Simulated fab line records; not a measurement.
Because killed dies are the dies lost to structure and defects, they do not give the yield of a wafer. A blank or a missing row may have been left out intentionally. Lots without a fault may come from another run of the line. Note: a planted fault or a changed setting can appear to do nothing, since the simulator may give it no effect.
A lot that was struck, set against a sound lot -- flow sky130 -- 43 out of 708 route steps
Sound: these wafers, L960.1, L960.3, L960.4. Struck: wafer L956.6. (L956.3, L956.5 of the same lot were not struck and are left out.) The cause comes at the end.
Order at every step that has rows: each side's tool, ch and its chambers, its first start. Under that, the readings that differ: sound wafers -- struck wafers -- difference of the means -- sigmas: that difference in standard deviations of wafers without a fault.
alike: readings with means less than 2 such deviations apart, plus words and numbers identical on both sides. not compared: withheld readings, readings lacking a value on some wafer, bounds such as >300 that could conceal the same value, and numbers that have no deviation in the record and whose values overlap.
Wherever a step has rows on one side only, a row that says differs or no value, or a row with sigmas, the two part there. Non-overlapping numbers with no deviation appear without sigmas and do not part them. Lack of a reading on every wafer of one side parts them only where that side has two or more wafers.

SKY_VT_ADJUST_LVTN_OVL_MEAS_07:
  struck on overlay-02, day 9 14:57; sound on overlay-01, day 11 11:56
reading,sound,struck,difference,sigmas
VT_ADJUST_LVTN_OVL (nm),-1.4 0.4 -1.3,2.1,+2.9,+2
next, for these wafers, 1 step has no rows: SKY_VT_ADJUST_LVTN_IMPLANT_08.
SKY_VT_ADJUST_LVTN_STRIP_09: strips in O2/N2.
  sound on plasmaAsher-04 ch 0,1, day 11 12:07; struck on plasmaAsher-04 ch 1, day 9 15:09
reading,sound,struck,difference,sigmas
oesProductAu (a.u.),0.722 0.724 0.722,0.713,-0.010,-2
  alike: drypumpMotorCurrentA, stripTimeToEndpointS
  not compared: rfHoursCounterH
SKY_VT_ADJUST_LVTN_TW_MEAS_10:
  struck on filmMetro-03, day 9 15:14; sound on filmMetro-04, day 11 12:13
  alike: VT_ADJUST_LVTN_TW
then, 7 steps without rows for these wafers: SKY_VT_ADJUST_LVTN_DEHYDRATE_11 (time 60 s); SKY_VT_ADJUST_LVTN_HMDS_12 (prime time 60 s); SKY_VT_ADJUST_LVTN_COAT_13 (resist thk 1140 nm); SKY_VT_ADJUST_LVTN_SOFTBAKE_14 (time 60 s); SKY_VT_ADJUST_LVTN_EXPOSE_15 (exposes mask HVN STD DERIVED, target cd 600 nm); SKY_VT_ADJUST_LVTN_PEB_16; SKY_VT_ADJUST_LVTN_DEVELOP_17 (develop time 60 s).
SKY_VT_ADJUST_LVTN_OVL_MEAS_18:
  struck on overlay-02, day 10 12:45; sound on overlay-02, day 12 12:20
reading,sound,struck,difference,sigmas
VT_ADJUST_LVTN_01_OVL (nm),0.1 1.4 1.2,-2.1,-3.0,-2
SKY_VT_ADJUST_LVTN_IMPLANT_19:
  sound on implanter-02 ch 0, day 12 12:23; struck on implanter-01 ch 0, day 10 12:49
SKY_VT_ADJUST_LVTN_STRIP_20: strips in O2/N2.
  sound on plasmaAsher-03 ch 0,1, day 12 12:32; struck on plasmaAsher-03 ch 1, day 10 12:57
  alike: drypumpMotorCurrentA, oesProductAu, stripTimeToEndpointS
  not compared: rfHoursCounterH
SKY_VT_ADJUST_LVTN_TW_MEAS_21:
  struck on filmMetro-01, day 10 13:02; sound on filmMetro-01, day 12 12:38
  alike: VT_ADJUST_LVTN_2_TW
then, 7 steps without rows for these wafers: SKY_VT_ADJUST_NCORE_DEHYDRATE_00 (time 60 s); SKY_VT_ADJUST_NCORE_HMDS_01 (prime time 60 s); SKY_VT_ADJUST_NCORE_COAT_02 (resist thk 1140 nm); SKY_VT_ADJUST_NCORE_SOFTBAKE_03 (time 60 s); SKY_VT_ADJUST_NCORE_EXPOSE_04 (exposes mask LVTN COMPLEMENT THIN, target cd 380 nm); SKY_VT_ADJUST_NCORE_PEB_05; SKY_VT_ADJUST_NCORE_DEVELOP_06 (develop time 60 s).
SKY_VT_ADJUST_NCORE_CD_MEAS_07 targets a cd of 380 nm.
  struck on cdSem-02, day 11 12:14; sound on cdSem-02, day 13 13:50
  alike: cdNm
SKY_VT_ADJUST_NCORE_OVL_MEAS_08:
  struck on overlay-02, day 11 12:19; sound on overlay-02, day 13 13:57
  alike: VT_ADJUST_NCORE_OVL
next, for these wafers, 1 step has no rows: SKY_VT_ADJUST_NCORE_IMPLANT_09.
SKY_VT_ADJUST_NCORE_STRIP_10: strips in O2/N2.
  sound on plasmaAsher-01 ch 0,1, day 13 14:08; struck on plasmaAsher-02 ch 0, day 11 12:31
  alike: drypumpMotorCurrentA, oesProductAu, stripTimeToEndpointS
  not compared: rfHoursCounterH
SKY_VT_ADJUST_NCORE_TW_MEAS_11:
  struck on filmMetro-03, day 11 12:37; sound on filmMetro-02, day 13 14:14
  alike: VT_ADJUST_NCORE_TW
then, 7 steps without rows for these wafers: SKY_VT_ADJUST_HVTR_DEHYDRATE_00 (time 60 s); SKY_VT_ADJUST_HVTR_HMDS_01 (prime time 60 s); SKY_VT_ADJUST_HVTR_COAT_02 (resist thk 1140 nm); SKY_VT_ADJUST_HVTR_SOFTBAKE_03 (time 60 s); SKY_VT_ADJUST_HVTR_EXPOSE_04 (exposes mask HVTRM, target cd 380 nm); SKY_VT_ADJUST_HVTR_PEB_05; SKY_VT_ADJUST_HVTR_DEVELOP_06 (develop time 60 s).
SKY_VT_ADJUST_HVTR_CD_MEAS_07 targets a cd of 380 nm.
  struck on cdSem-01, day 12 12:41; sound on cdSem-01, day 14 15:57
  alike: cdNm
SKY_VT_ADJUST_HVTR_OVL_MEAS_08:
  struck on overlay-02, day 12 12:46; sound on overlay-01, day 14 16:04
  alike: VT_ADJUST_HVTR_OVL
next, for these wafers, 1 step has no rows: SKY_VT_ADJUST_HVTR_IMPLANT_09.
SKY_VT_ADJUST_HVTR_STRIP_10: strips in O2/N2.
  sound on plasmaAsher-01 ch 0,1, day 14 16:16; struck on plasmaAsher-01 ch 1, day 12 12:59
reading,sound,struck,difference,sigmas
drypumpMotorCurrentA (A),5.6 6.6 5.5,6.6,+0.7,+2
  alike: oesProductAu, stripTimeToEndpointS
  not compared: rfHoursCounterH
SKY_VT_ADJUST_HVTR_TW_MEAS_11:
  struck on filmMetro-01, day 12 13:04; sound on filmMetro-01, day 14 16:22
  alike: VT_ADJUST_HVTR_TW
then, 3 steps without rows for these wafers: SKY_VT_ADJUST_PCH_DEHYDRATE_00 (time 60 s); SKY_VT_ADJUST_PCH_HMDS_01 (prime time 60 s); SKY_VT_ADJUST_PCH_COAT_02 (resist thk 3000 nm).
-- here the record skips 36 days between the struck wafers' starts before and after, leaving off in module VT_ADJUST_PCH and picking up in module PAD_OPEN (first step shown: number 708 of the route) --
SKY_PAD_OPEN_PROBE_99:
  struck on prober-01, day 48 06:39; sound on prober-02, day 50 00:23
reading,sound,struck,difference,sigmas
model.etest.nfetG5v0d10v5.vtVRange,0.0156 0.01991 0.01466,0.03004,+0.01332,
  not compared: hold

## WHERE THEY PART
At SKY_VT_ADJUST_LVTN_OVL_MEAS_07 first; at SKY_VT_ADJUST_HVTR_STRIP_10 last (within this record only). Later steps at which nothing parts them and some readings are alike: SKY_VT_ADJUST_HVTR_TW_MEAS_11.

WHY: whatever the simulator had introduced
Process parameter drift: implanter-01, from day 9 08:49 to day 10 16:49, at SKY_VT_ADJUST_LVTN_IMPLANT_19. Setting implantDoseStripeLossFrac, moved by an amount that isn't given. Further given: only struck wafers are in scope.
